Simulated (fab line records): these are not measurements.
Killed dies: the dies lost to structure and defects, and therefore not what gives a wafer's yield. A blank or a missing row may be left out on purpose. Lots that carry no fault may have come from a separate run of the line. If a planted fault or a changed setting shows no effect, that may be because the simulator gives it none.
fab line records	flow sky130
[record] lots = 5	wafers = 15	lastDay = 49
route steps=708 shown CAPM@541 METAL3@555
lots untouched by any fault: they come from a run of this same line in which no faults occurred
startH: the number of hours between the record's first day and the start of the first shown wafer of the lot	waitH: hours from the lot's prior step to this one	" same as the row above	L1.1+2: several wafers, shown together as one row	- value missing, or start not given	* or withheld: withheld	< > ~ a bound
route shown NAME@n: a module of which the file shows steps, and the number in the route of the first	usual: mean/standard deviation of fault-free wafers	same: alike in all rows	chamber/n: place in a boat	sites: each site's reading	_std_site: standard deviation of those values	_edge_site: mean of outer sites minus mean of inner sites	radiusMm: how far each site lies from the wafer's centre	mask NAME#n: copy n	behind: tool/chamber where the wafer was last shaped	hold: why the lot went on hold/how many hours it stayed there/how the hold came to an end	device: which transistor (n, p or np) failed to switch	end of line: tests run on the same wafers once the route is complete	a step without rows: its recipe alone	killed: count of dies lost to structure and defects at first sort (not the wafer's yield)	map: per-die view of a wafer (x killed, . not killed, _ where there is no die)
set.NAME: the run value of the setting; set.NAME@STEP: its run value at that earlier step	model.NAME: the simulator's own value behind a step, which no gauge read
lots at some steps of the route; a table a step, a row a wafer
services: the hour from which a tool's chamber was out of use, counted from the record's first day as startH (under 0 if before that day), plus the number of hours and why
[[steps]]
[step SKY_CAPM_THK_MEAS_04]
[recipe] thkMeasGauge = xrf	reads = TiN_of_CAPM_SPUTTER_02
[usual] CAPM_TIN_THK = 198.7/2.6
lot.wafer	tool	chamber	startH	waitH	CAPM_TIN_THK[nm]
L087.1	filmMetro-03	-	951.70	0.1	197.9
L087.3	"	-	"	"	199.3
L087.5	"	-	"	"	202.0
L088.1	filmMetro-02	-	955.02	0.1	194.5
L088.2	"	-	"	"	198.0
L088.5	"	-	"	"	197.0
L089.2	filmMetro-02	-	970.20	0.1	198.4
L089.4	"	-	"	"	201.1
L089.6	"	-	"	"	198.3
L090.1	filmMetro-03	-	976.02	0.1	201.6
L090.2	"	-	"	"	196.6
L090.4	"	-	"	"	199.9
L093.2	filmMetro-02	-	990.65	0.1	196.6
L093.3	"	-	"	"	201.0
L093.6	"	-	"	"	197.6
[step SKY_CAPM_DEHYDRATE_05]
[recipe] tempC = 200	timeS = 60
lot.wafer	tool	chamber	startH	waitH
L087.1+3+5	lithoTrack-01	0	962.60	10.9
L088.1+2+5	lithoTrack-02	0	966.66	11.6
L089.2+4+6	lithoTrack-02	0	980.39	10.2
L090.1+2+4	lithoTrack-03	0	986.55	10.5
L093.2+3+6	lithoTrack-01	0	1002.37	11.7
[step SKY_CAPM_HMDS_06]
[recipe] primeTimeS = 60	primeTempC = 120
lot.wafer	tool	chamber	startH	waitH
L087.1+3+5	lithoTrack-01	0	962.75	0.1
L088.1+2+5	lithoTrack-02	0	966.81	0.1
L089.2+4+6	lithoTrack-02	0	980.54	0.1
L090.1+2+4	lithoTrack-03	0	986.70	0.1
L093.2+3+6	lithoTrack-01	0	1002.52	0.1
[step SKY_CAPM_COAT_07]
[recipe] resist = NOVOLAK	spinRpm = 3000	resistThkNm = 1117
lot.wafer	tool	chamber	startH	waitH
L087.1+3+5	lithoTrack-01	0	962.90	0.1
L088.1+2+5	lithoTrack-02	0	966.96	0.1
L089.2+4+6	lithoTrack-02	0	980.69	0.1
L090.1+2+4	lithoTrack-03	0	986.85	0.1
L093.2+3+6	lithoTrack-01	0	1002.67	0.1
[step SKY_CAPM_SOFTBAKE_08]
[recipe] tempC = 90	timeS = 60	resist = NOVOLAK
lot.wafer	tool	chamber	startH	waitH
L087.1+3+5	lithoTrack-01	0	963.05	0.1
L088.1+2+5	lithoTrack-02	0	967.11	0.1
L089.2+4+6	lithoTrack-02	0	980.84	0.1
L090.1+2+4	lithoTrack-03	0	987.00	0.1
L093.2+3+6	lithoTrack-01	0	1002.82	0.1
[step SKY_CAPM_EXPOSE_09]
[recipe] maskId = CAPM	na = 0.6	sourceShape = conventional	sigmaOuter = 0.6	polarization = unpolarized	targetCdNm = 1000	doseMj = 159
[usual] reticleTempC = 23.00/0.1
lot.wafer	tool	chamber	startH	waitH	mask	reticleTempC
L087.1	ilineStepper-01	0	-	-	CAPM#0	23.05
L087.3	"	0	"	"	CAPM#0	23.08
L087.5	"	0	"	"	CAPM#0	22.99
L088.1	ilineStepper-01	0	-	-	CAPM#0	22.73
L088.2	"	0	"	"	CAPM#0	22.79
L088.5	"	0	"	"	CAPM#0	22.85
L089.2	ilineStepper-02	0	-	-	CAPM#0	23.08
L089.4	"	0	"	"	CAPM#0	23.13
L089.6	"	0	"	"	CAPM#0	23.12
L090.1	ilineStepper-02	0	-	-	CAPM#0	23.08
L090.2	"	0	"	"	CAPM#0	23.12
L090.4	"	0	"	"	CAPM#0	22.86
L093.2	ilineStepper-02	0	-	-	CAPM#0	23.01
L093.3	"	0	"	"	CAPM#0	23.06
L093.6	"	0	"	"	CAPM#0	23.05
[step SKY_CAPM_PEB_10]
[recipe] tempC = withheld	timeS = *	resist = NOVOLAK
lot.wafer	tool	chamber	startH	waitH
L087.1+3+5	lithoTrack-02	0	-	-
L088.1+2+5	lithoTrack-01	0	-	-
L089.2+4+6	lithoTrack-03	0	-	-
L090.1+2+4	lithoTrack-03	0	-	-
L093.2+3+6	lithoTrack-01	0	-	-
[step SKY_CAPM_DEVELOP_11]
[recipe] resist = NOVOLAK	developer = TMAH	developTimeS = 60	devTempC = 23
[same] developTimeS = 60
lot.wafer	tool	chamber	startH	waitH
L087.1+3+5	lithoTrack-02	0	978.61	0.1
L088.1+2+5	lithoTrack-01	0	978.70	0.1
L089.2+4+6	lithoTrack-03	0	992.77	0.1
L090.1+2+4	lithoTrack-03	0	999.10	0.1
L093.2+3+6	lithoTrack-01	0	1013.57	0.1
[step SKY_CAPM_OVL_MEAS_12]
[usual] CAPM_OVL = -0.6/1.6
lot.wafer	tool	chamber	startH	waitH	CAPM_OVL[nm]
L087.1	overlay-01	-	978.76	0.1	-0.1
L087.3	"	-	"	"	2.2
L087.5	"	-	"	"	1.3
L088.1	overlay-01	-	978.85	0.1	-1.2
L088.2	"	-	"	"	-1.7
L088.5	"	-	"	"	-1.5
L089.2	overlay-02	-	992.91	0.1	-2.1
L089.4	"	-	"	"	-1.1
L089.6	"	-	"	"	-0.3
L090.1	overlay-01	-	999.25	0.1	-1.3
L090.2	"	-	"	"	1.6
L090.4	"	-	"	"	-0.3
L093.2	overlay-01	-	1013.70	0.1	-1.3
L093.3	"	-	"	"	-0.4
L093.6	"	-	"	"	-0.7
[step SKY_CAPM_METAL_ETCH_13]
[recipe] targetDepthNm = 220	stopOn = SiO2	chemistry = Cl2/BCl3	target = TiN	pressureMtorr = 10	icpW = 900	biasW = 48.5	Cl2_flow_sccm = 60	bcl3FlowSccm = 30	timeS = 62.9
[usual] bcl3FlowSccm = 29.99/0.085	chamberPressureMTorr = 10.002/0.01	drypumpMotorCurrentA = 5.69/0.2	oesProductAu = 0.944/0.0076	throttleValvePct = 21.899/0.0083
lot.wafer	tool	chamber	startH	waitH	bcl3FlowSccm	chamberPressureMTorr	drypumpMotorCurrentA	oesProductAu	rfHoursCounterH	throttleValvePct
L087.1	rieMetal-02	1	978.80	0.0	30.16	9.992	5.77	0.944	4	21.906
L087.3	"	0	"	"	30.03	10.005	5.47	0.947	-	21.890
L087.5	"	0	"	"	29.89	10.006	5.49	0.949	-	21.878
L088.1	rieMetal-03	0	978.88	0.0	29.96	10.011	5.91	0.930	16	21.912
L088.2	"	1	"	"	29.97	9.997	5.44	0.952	18	21.895
L088.5	"	0	"	"	29.88	10.005	5.91	0.941	-	21.894
L089.2	rieMetal-04	1	992.94	0.0	29.96	10.002	5.76	0.948	16	21.902
L089.4	"	1	"	"	30.05	9.998	5.74	0.946	-	21.903
L089.6	"	1	"	"	30.01	9.991	5.74	0.948	-	21.920
L090.1	rieMetal-03	1	999.29	0.0	29.86	10.018	5.42	0.953	19	21.881
L090.2	"	0	"	"	29.99	9.993	5.89	0.929	17	21.903
L090.4	"	1	"	"	29.89	10.009	5.44	0.955	-	21.890
L093.2	rieMetal-03	1	1013.73	0.0	29.87	9.998	5.44	0.939	20	21.902
L093.3	"	1	"	"	30.05	10.003	5.44	0.958	-	21.890
L093.6	"	0	"	"	30.10	9.993	5.91	0.933	-	21.896
[step SKY_CAPM_STRIP_14]
[recipe] chemistry = O2/N2	powerW = 1400	pressureMtorr = 1500	platenTempC = withheld	o2FlowSccm = 3000	n2FlowSccm = 300	overashFraction = 0.5
[usual] chamberPressureMTorr = 1499.9/1.3	drypumpMotorCurrentA = 6.0/0.44	n2FlowSccm = 300.0/0.87	o2FlowSccm = 3000/9.3	oesProductAu = 0.710/0.0047	stripTimeToEndpointS = 12.40/0.04
lot.wafer	tool	chamber	startH	waitH	chamberPressureMTorr	drypumpMotorCurrentA	n2FlowSccm	o2FlowSccm	oesProductAu	rfHoursCounterH	stripTimeToEndpointS
L087.1	plasmaAsher-01	0	978.88	0.1	1498.2	6.7	301.3	2991	0.708	89	12.33
L087.3	"	0	"	"	1499.9	6.7	301.0	2999	0.717	-	12.41
L087.5	"	0	"	"	1499.1	6.7	300.0	2995	0.719	-	12.40
L088.1	plasmaAsher-02	0	978.96	0.1	1500.5	6.0	300.7	3006	0.709	54	12.39
L088.2	"	1	"	"	1501.2	5.6	299.9	2979	0.707	54	12.40
L088.5	"	0	"	"	1498.8	6.0	299.0	3018	0.713	-	12.33
L089.2	plasmaAsher-04	1	993.01	0.1	1498.4	6.4	299.6	3016	0.706	116	12.29
L089.4	"	1	"	"	1500.2	6.3	300.2	3017	0.717	-	12.29
L089.6	"	0	"	"	1499.8	5.4	300.6	3005	0.704	-	12.36
L090.1	plasmaAsher-01	1	999.36	0.1	1502.1	5.9	300.1	3003	0.711	91	12.42
L090.2	"	0	"	"	1500.4	6.7	300.3	2998	0.710	91	12.33
L090.4	"	0	"	"	1499.8	6.7	300.4	2998	0.715	-	12.43
L093.2	plasmaAsher-04	0	1013.81	0.1	1498.4	5.4	300.3	2983	0.711	118	12.37
L093.3	"	1	"	"	1500.0	6.3	300.9	3000	0.705	-	12.39
L093.6	"	0	"	"	1500.5	5.4	300.4	2990	0.706	-	12.37
[step SKY_CAPM_STRIP_15]
[recipe] chemistry = postEtchResidueRemover	timeS = 1200	tempC = 72.5
lot.wafer	tool	chamber	startH	waitH
L087.1+3+5	wetBench-01	0	978.98	0.1
L088.1+2+5	wetBench-04	0	979.13	0.1
L089.2+4+6	wetBench-01	1	993.11	0.1
L090.1+2+4	wetBench-04	1	999.46	0.1
L093.2+3+6	wetBench-01	0	1013.91	0.1
[step SKY_CAPM_CLEAN_16]
[recipe] chemistry = IPA	timeS = 180	tempC = 25
lot.wafer	tool	chamber	startH	waitH
L087.1+3+5	wetBench-01	1	979.47	0.1
L088.1+2+5	wetBench-01	0	979.53	0.1
L089.2+4+6	wetBench-04	2	993.45	0.0
L090.1+2+4	wetBench-03	0	999.84	0.0
L093.2+3+6	wetBench-04	3	1014.25	0.0
[step SKY_CAPM_CLEAN_17]
[recipe] chemistry = O3/DIW	dry = n2Spin
lot.wafer	tool	chamber	startH	waitH
L087.1+3+5	wetBench-04	2	979.57	0.0
L088.1+2+5	wetBench-01	3	979.60	0.0
L089.2+4+6	wetBench-03	1	993.52	0.0
L090.1+2+4	wetBench-04	2	999.89	0.0
L093.2+3+6	wetBench-03	2	1014.31	0.0
[step SKY_METAL3_DEHYDRATE_05]
[recipe] tempC = 200	timeS = 60
lot.wafer	tool	chamber	startH	waitH
L087.1+3+5	lithoTrack-04	0	990.85	11.2
L088.1+2+5	lithoTrack-03	0	990.85	11.2
L089.2+4+6	lithoTrack-04	0	1004.27	10.7
L090.1+2+4	lithoTrack-03	0	1009.85	9.9
L093.2+3+6	lithoTrack-03	0	1025.63	11.2
[step SKY_METAL3_HMDS_06]
[recipe] primeTimeS = 60	primeTempC = 120
lot.wafer	tool	chamber	startH	waitH
L087.1+3+5	lithoTrack-04	0	991.00	0.1
L088.1+2+5	lithoTrack-03	0	991.00	0.1
L089.2+4+6	lithoTrack-04	0	1004.42	0.1
L090.1+2+4	lithoTrack-03	0	1010.00	0.1
L093.2+3+6	lithoTrack-03	0	1025.78	0.1
[step SKY_METAL3_COAT_07]
[recipe] resist = BARC	tempC = withheld	timeS = withheld	spinRpm = 3000	resistThkNm = 60
lot.wafer	tool	chamber	startH	waitH
L087.1+3+5	lithoTrack-04	0	991.15	0.1
L088.1+2+5	lithoTrack-03	0	991.15	0.1
L089.2+4+6	lithoTrack-04	0	1004.57	0.1
L090.1+2+4	lithoTrack-03	0	1010.15	0.1
L093.2+3+6	lithoTrack-03	0	1025.93	0.1
[step SKY_METAL3_COAT_08]
[recipe] resist = KrF-thick	spinRpm = 3000	resistThkNm = 1140
lot.wafer	tool	chamber	startH	waitH
L087.1+3+5	lithoTrack-04	0	-	-
L088.1+2+5	lithoTrack-03	0	-	-
L089.2+4+6	lithoTrack-04	0	-	-
L090.1+2+4	lithoTrack-03	0	-	-
L093.2+3+6	lithoTrack-03	0	-	-
[step SKY_METAL3_SOFTBAKE_09]
[recipe] tempC = 100	timeS = 90	resist = KrF-thick
lot.wafer	tool	chamber	startH	waitH
L087.1+3+5	lithoTrack-04	0	-	-
L088.1+2+5	lithoTrack-03	0	-	-
L089.2+4+6	lithoTrack-04	0	-	-
L090.1+2+4	lithoTrack-03	0	-	-
L093.2+3+6	lithoTrack-03	0	-	-
[step SKY_METAL3_EXPOSE_10]
[recipe] maskId = MM3	na = 0.68	sourceShape = annular	sigmaInner = 0.4	sigmaOuter = 0.8	targetCdNm = 300	doseMj = 28
[usual] reticleTempC = 22.98/0.11
lot.wafer	tool	chamber	startH	waitH	mask	reticleTempC
L087.1	krfScanner-02	0	-	-	MM3#0	22.94
L087.3	"	0	"	"	MM3#0	22.83
L087.5	"	0	"	"	MM3#0	22.86
L088.1	krfScanner-01	0	-	-	MM3#0	22.97
L088.2	"	0	"	"	MM3#0	23.10
L088.5	"	0	"	"	MM3#0	22.96
L089.2	krfScanner-01	0	-	-	MM3#0	22.94
L089.4	"	0	"	"	MM3#0	23.01
L089.6	"	0	"	"	MM3#0	23.01
L090.1	krfScanner-01	0	-	-	MM3#0	22.95
L090.2	"	0	"	"	MM3#0	22.83
L090.4	"	0	"	"	MM3#0	23.01
L093.2	krfScanner-02	0	-	-	MM3#0	23.10
L093.3	"	0	"	"	MM3#0	23.01
L093.6	"	0	"	"	MM3#0	23.04
[step SKY_METAL3_PEB_11]
[recipe] pebTempC = withheld	pebTimeS = withheld	resist = KrF-thick
lot.wafer	tool	chamber	startH	waitH
L087.1+3+5	lithoTrack-04	0	-	-
L088.1+2+5	lithoTrack-04	0	-	-
L089.2+4+6	lithoTrack-03	0	-	-
L090.1+2+4	lithoTrack-02	0	-	-
L093.2+3+6	lithoTrack-04	0	-	-
[step SKY_METAL3_DEVELOP_12]
[recipe] developTimeS = 60	resist = KrF-thick	devTempC = 21
[same] developTimeS = 60
lot.wafer	tool	chamber	startH	waitH
L087.1+3+5	lithoTrack-04	0	-	-
L088.1+2+5	lithoTrack-04	0	-	-
L089.2+4+6	lithoTrack-03	0	-	-
L090.1+2+4	lithoTrack-02	0	-	-
L093.2+3+6	lithoTrack-04	0	-	-
[step SKY_METAL3_CD_MEAS_13]
[recipe] targetCdNm = 300
[usual] cdNm = 300.1/1.4
lot.wafer	tool	chamber	startH	waitH	cdNm
L087.1	cdSem-02	-	1003.25	-	300.0
L087.3	"	-	"	"	300.0
L087.5	"	-	"	"	301.2
L088.1	cdSem-02	-	1003.60	-	297.5
L088.2	"	-	"	"	297.0
L088.5	"	-	"	"	296.7
L089.2	cdSem-01	-	1016.37	-	300.4
L089.4	"	-	"	"	299.8
L089.6	"	-	"	"	299.8
L090.1	cdSem-01	-	1022.61	-	300.6
L090.2	"	-	"	"	300.3
L090.4	"	-	"	"	300.3
L093.2	cdSem-02	-	1036.57	-	301.9
L093.3	"	-	"	"	301.8
L093.6	"	-	"	"	301.1
[step SKY_METAL3_OVL_MEAS_14]
[usual] METAL3_OVL = -1/5.7
lot.wafer	tool	chamber	startH	waitH	METAL3_OVL[nm]
L087.1	overlay-02	-	1003.37	0.1	1
L087.3	"	-	"	"	-2
L087.5	"	-	"	"	-3
L088.1	overlay-01	-	1003.72	0.1	-5
L088.2	"	-	"	"	0
L088.5	"	-	"	"	-8
L089.2	overlay-01	-	1016.48	0.1	-4
L089.4	"	-	"	"	-4
L089.6	"	-	"	"	-1
L090.1	overlay-01	-	1022.73	0.1	1
L090.2	"	-	"	"	-8
L090.4	"	-	"	"	-2
L093.2	overlay-02	-	1036.67	0.1	-2
L093.3	"	-	"	"	-2
L093.6	"	-	"	"	-4
[step SKY_METAL3_DESCUM_15]
[recipe] chemistry = O2	sourcePowerW = 150	biasPowerW = 0	pressureMtorr = 10	tempC = 40	timeS = 8
[usual] chamberPressureMTorr = 10.000/0.0088	drypumpMotorCurrentA = 5.6/0.37	oesProductAu = 1.004/0.011
lot.wafer	tool	chamber	startH	waitH	chamberPressureMTorr	drypumpMotorCurrentA	oesProductAu	rfHoursCounterH
L087.1	rieMetal-03	1	1003.40	0.0	10.005	5.4	0.992	19
L087.3	"	1	"	"	9.996	5.4	0.992	-
L087.5	"	1	"	"	9.994	5.4	0.985	-
L088.1	rieMetal-01	0	1003.75	0.0	10.011	4.9	1.000	3
L088.2	"	1	"	"	9.981	6.0	1.007	5
L088.5	"	1	"	"	9.996	6.0	1.009	-
L089.2	rieMetal-03	0	1016.51	0.0	10.002	5.9	1.011	17
L089.4	"	1	"	"	9.989	5.4	0.991	-
L089.6	"	1	"	"	9.996	5.5	0.991	-
L090.1	rieMetal-02	0	1022.77	0.0	9.995	5.5	0.997	10
L090.2	"	1	"	"	10.008	5.8	1.016	6
L090.4	"	1	"	"	10.006	5.8	1.018	-
L093.2	rieMetal-03	0	1036.70	0.0	10.001	5.9	1.006	19
L093.3	"	0	"	"	9.991	5.9	1.006	-
L093.6	"	1	"	"	9.990	5.5	0.993	-
[step SKY_METAL3_ETCH_16]
[recipe] chemistry = N2/H2	target = BARC	ionEnergyEv = 200	biasW = 100	pressureMtorr = 30	n2FlowSccm = 100	h2FlowSccm = 200	icpW = 500	stopOn = SiO2	timeS = 88.2	targetDepthA = 600
[usual] chamberPressureMTorr = 30.001/0.026	drypumpMotorCurrentA = 5.6/0.37	n2FlowSccm = 100.04/0.28	oesProductAu = 0.626/0.0047	throttleValvePct = 13.205/0.0088
lot.wafer	tool	chamber	startH	waitH	chamberPressureMTorr	drypumpMotorCurrentA	n2FlowSccm	oesProductAu	rfHoursCounterH	throttleValvePct
L087.1	rieMetal-03	1	1003.43	0.0	29.977	5.5	100.09	0.631	19	13.195
L087.3	"	1	"	"	29.973	5.4	99.86	0.629	-	13.211
L087.5	"	1	"	"	30.004	5.5	99.85	0.619	-	13.224
L088.1	rieMetal-01	0	1003.78	0.0	30.030	4.8	99.79	0.632	3	13.197
L088.2	"	1	"	"	29.936	6.0	99.41	0.629	5	13.206
L088.5	"	1	"	"	29.975	6.0	100.35	0.629	-	13.217
L089.2	rieMetal-03	0	1016.54	0.0	29.968	5.9	100.07	0.628	17	13.195
L089.4	"	1	"	"	30.006	5.5	100.00	0.619	-	13.200
L089.6	"	1	"	"	29.992	5.5	100.14	0.629	-	13.215
L090.1	rieMetal-02	0	1022.80	0.0	29.967	5.5	100.44	0.626	10	13.201
L090.2	"	1	"	"	30.038	5.8	100.05	0.627	6	13.208
L090.4	"	1	"	"	29.987	5.8	100.04	0.630	-	13.210
L093.2	rieMetal-03	0	1036.74	0.0	30.020	5.9	100.15	0.632	19	13.196
L093.3	"	0	"	"	29.968	5.9	99.24	0.626	-	13.209
L093.6	"	1	"	"	30.003	5.5	99.92	0.629	-	13.209
[step SKY_METAL3_ETCH_17]
[recipe] target = SiO2	stopOn = TiN	chemistry = C4F8/O2/Ar	sourceW = 1500	biasW = 1200	pressureMtorr = 40	c4f8FlowSccm = withheld	O2_flow_sccm = 6	Ar_flow_sccm = 300	timeS = 3.9	targetDepthA = 150
[usual] chamberPressureMTorr = 40.01/0.037	oesProductAu = 0.753/0.0072
lot.wafer	tool	chamber	startH	waitH	chamberPressureMTorr	oesProductAu	rfHoursCounterH
L087.1	rieDiel-02	2	1003.53	0.1	40.04	0.751	16
L087.3	"	1	"	"	39.97	0.753	21
L087.5	"	0	"	"	39.98	0.751	-
L088.1	rieDiel-01	0	1003.88	0.1	40.00	0.755	8
L088.2	"	2	"	"	40.06	0.765	11
L088.5	"	2	"	"	39.92	0.752	-
L089.2	rieDiel-02	3	1016.64	0.1	40.04	0.747	16
L089.4	"	2	"	"	39.99	0.739	17
L089.6	"	1	"	"	39.96	0.751	-
L090.1	rieDiel-03	1	1022.90	0.1	39.99	0.755	3
L090.2	"	0	"	"	39.98	0.756	12
L090.4	"	3	"	"	39.96	0.754	18
L093.2	rieDiel-03	0	1036.83	0.1	39.98	0.747	13
L093.3	"	1	"	"	39.95	0.744	4
L093.6	"	0	"	"	40.07	0.758	-
[[services]]
tool	chamber	startH	hours	kind
rieDiel-01	1	939.36	1.3	repair
rieMetal-02	-	953.26	0.6	repair
rieDiel-02	-	955.24	1.5	repair
krfScanner-01	-	958.78	0.8	pm
krfScanner-01	-	960.30	7.2	pm
ilineStepper-02	-	963.22	4.6	repair
krfScanner-02	-	967.50	0.8	pm
wetBench-04	-	970.54	1.6	repair
ilineStepper-02	-	988.54	10.4	repair
rieDiel-03	1	990.32	1.9	repair
plasmaAsher-04	-	991.64	1.3	repair
rieDiel-02	0	992.54	2.4	repair
ilineStepper-02	-	1003.24	4.4	pm
rieDiel-02	3	1006.26	4.6	repair
rieDiel-02	2	1007.23	3.2	repair
ilineStepper-02	-	1009.78	3.6	repair
krfScanner-01	-	1015.80	1.0	pm
krfScanner-01	-	1022.97	1.3	pm
plasmaAsher-01	-	1023.03	0.8	repair
wetBench-04	-	1027.01	1.9	pm
rieMetal-04	1	1030.04	22.0	repair
krfScanner-02	-	1031.01	1.3	pm
[[key]]
fault none
